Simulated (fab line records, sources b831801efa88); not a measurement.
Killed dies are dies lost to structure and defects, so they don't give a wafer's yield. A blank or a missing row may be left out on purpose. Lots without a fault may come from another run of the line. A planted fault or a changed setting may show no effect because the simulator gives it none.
Which tool did it? | flow gf180mcu | 13 lots, 39 wafers sampled, at 5 steps of a route of 602

WHAT THE GAUGES READ, wafer by wafer
GF_M2_CD_MEAS_14: target cd 280 nm.
lot  | measured     | on        | cd_nm (nm)
L725 | day 19 06:05 | cd_sem-01 | 281.5 280.5 281.2
L726 | day 19 14:59 | cd_sem-02 | 282.5 282.9 283.3
L728 | day 20 16:14 | cd_sem-01 | 280.5 280.0 279.6
L731 | day 21 09:32 | cd_sem-01 | 280.1 280.0 279.8
L733 | day 22 10:23 | cd_sem-02 | 280.7 279.7 279.1
L734 | day 22 15:50 | cd_sem-01 | 280.9 275.5 280.5
L735 | day 23 02:01 | cd_sem-01 | 280.1 279.8 279.9
L736 | day 23 13:30 | cd_sem-01 | 283.1 277.9 276.3
L739 | day 24 03:49 | cd_sem-01 | 273.4 279.8 279.7
L745 | day 26 08:23 | cd_sem-01 | 280.3 278.9 278.1
L746 | day 26 11:13 | cd_sem-02 | 280.6 279.8 280.7
L747 | day 26 13:26 | cd_sem-02 | 279.9 280.1 279.2
L748 | day 27 01:04 | cd_sem-01 | 279.5 279.4 281.3

GF_V2_OVL_MEAS_15.
lot  | measured     | on         | V2_OVL (nm)
L725 | day 20 08:07 | overlay-01 | -6 4 -6
L726 | day 20 16:55 | overlay-02 | 1 -5 0
L728 | day 21 17:07 | overlay-02 | -2 -1 9
L731 | day 22 11:38 | overlay-02 | 8 -7 7
L733 | day 23 10:38 | overlay-01 | -5 3 2
L734 | day 23 15:40 | overlay-02 | 7 0 -7
L735 | day 24 02:19 | overlay-02 | 9 -1 6
L736 | day 24 13:46 | overlay-02 | -3 -4 -1
L739 | day 25 02:22 | overlay-02 | -8 -11 -8
L745 | day 27 06:19 | overlay-02 | -1 -2 -4
L746 | day 27 09:39 | overlay-02 | -6 -4 0
L747 | day 27 11:54 | overlay-02 | 0 5 12
L748 | day 27 23:12 | overlay-01 | -14 -13 -8

GF_M3_THK_MEAS_06: measures by xrf.
lot  | measured     | on            | M3_ALCU_THK (nm)
L725 | day 20 09:52 | film_metro-04 | 445 448 452
L726 | day 20 18:43 | film_metro-01 | 441 437 438
L728 | day 21 18:51 | film_metro-03 | 444 445 450
L731 | day 22 13:29 | film_metro-04 | 445 450 449
L733 | day 23 12:23 | film_metro-04 | 441 444 443
L734 | day 23 17:29 | film_metro-04 | 451 447 448
L735 | day 24 04:07 | film_metro-03 | 444 442 444
L736 | day 24 15:30 | film_metro-01 | 446 444 445
L739 | day 25 04:06 | film_metro-01 | 443 448 442
L745 | day 27 08:04 | film_metro-01 | 449 450 452
L746 | day 27 11:23 | film_metro-03 | 448 450 448
L747 | day 27 13:38 | film_metro-04 | 453 452 445
L748 | day 28 00:56 | film_metro-03 | 444 440 440

WHICH TOOL RAN EACH LOT (tool, then ch and the chambers of the sampled wafers, then the start)
lot  | GF_M2_PEB_12                      | GF_V2_ETCH_16
L725 | litho_track-01 ch 0, day 19 05:45 | rie_diel-02 ch 1,2,3, day 20 08:08
L726 | litho_track-01 ch 0, day 19 14:39 | rie_diel-01 ch 1,2, day 20 16:56
L728 | litho_track-04 ch 0, day 20 15:55 | rie_diel-02 ch 0,1,3, day 21 17:08
L731 | litho_track-01 ch 0, day 21 09:11 | rie_diel-01 ch 1,3, day 22 11:41
L733 | litho_track-01 ch 0, day 22 10:02 | rie_diel-01 ch 1,3, day 23 10:41
L734 | litho_track-01 ch 0, day 22 15:29 | rie_diel-03 ch 0,1,2, day 23 15:43
L735 | litho_track-03 ch 0, day 23 01:40 | rie_diel-01 ch 0,2, day 24 02:21
L736 | litho_track-01 ch 0, day 23 13:08 | rie_diel-02 ch 0,1,2, day 24 13:47
L739 | litho_track-01 ch 0, day 24 03:28 | rie_diel-03 ch 0,1,2, day 25 02:23
L745 | litho_track-04 ch 0, day 26 08:04 | rie_diel-01 ch 1,2, day 27 06:20
L746 | litho_track-03 ch 0, day 26 10:52 | rie_diel-03 ch 1,2,3, day 27 09:41
L747 | litho_track-03 ch 0, day 26 13:07 | rie_diel-03 ch 1,3, day 27 11:56
L748 | litho_track-04 ch 0, day 27 00:44 | rie_diel-03 ch 1,2, day 27 23:14
- GF_M2_PEB_12: peb time 90 s.
- GF_V2_ETCH_16: etches BARC in N2/H2.

WHAT THE TOOLS THEMSELVES READ (means of the sampled wafers that have a number; where no wafer has one, the mark that the record gives instead)
GF_V2_ETCH_16.
lot  | tool        | drypump_motor_current_A (A) | oes_product_au (a.u.) | throttle_valve_pct (%)
L725 | rie_diel-02 | 5.8                         | 0.856                 | 13.215
L726 | rie_diel-01 | 5.6                         | 0.856                 | 13.223
L728 | rie_diel-02 | 5.8                         | 0.855                 | 13.223
L731 | rie_diel-01 | 5.8                         | 0.857                 | 13.222
L733 | rie_diel-01 | 5.6                         | 0.853                 | 13.226
L734 | rie_diel-03 | 5.3                         | 0.852                 | 13.224
L735 | rie_diel-01 | 5.0                         | 0.854                 | 13.224
L736 | rie_diel-02 | 5.8                         | 0.854                 | 13.220
L739 | rie_diel-03 | 5.2                         | 0.852                 | 13.218
L745 | rie_diel-01 | 5.5                         | 0.857                 | 13.226
L746 | rie_diel-03 | 5.5                         | 0.852                 | 13.226
L747 | rie_diel-03 | 5.1                         | 0.859                 | 13.221
L748 | rie_diel-03 | 4.9                         | 0.851                 | 13.233

THE ANSWER, worked out from the rows above alone
Rule: what is usual is taken from the lots themselves. Put in order of their means at a reading, lots are off if they are a third of the lots or fewer, leave a main group of 4 or more, and stand apart from it by a gap of 3 or more times the standard deviation of the main group's means; of several such gaps the widest counts. A main group whose means are all the same, to the digits that the tables above print for the reading, isn't used. A lot without any number at a reading at which 4 lots or more have one is off too. The other lots that the step has rows for count as sound. The gauges are gone through in route order, then the tools' own readings, and for those a lot's mean is taken as printed above. The first step at which some lot is off is used, and at that step the reading that is off furthest; a lot without a number counts as furthest.
No lot is off at any reading shown: from this, nothing can be told.

WHAT THE SIMULATOR HAD PUT IN
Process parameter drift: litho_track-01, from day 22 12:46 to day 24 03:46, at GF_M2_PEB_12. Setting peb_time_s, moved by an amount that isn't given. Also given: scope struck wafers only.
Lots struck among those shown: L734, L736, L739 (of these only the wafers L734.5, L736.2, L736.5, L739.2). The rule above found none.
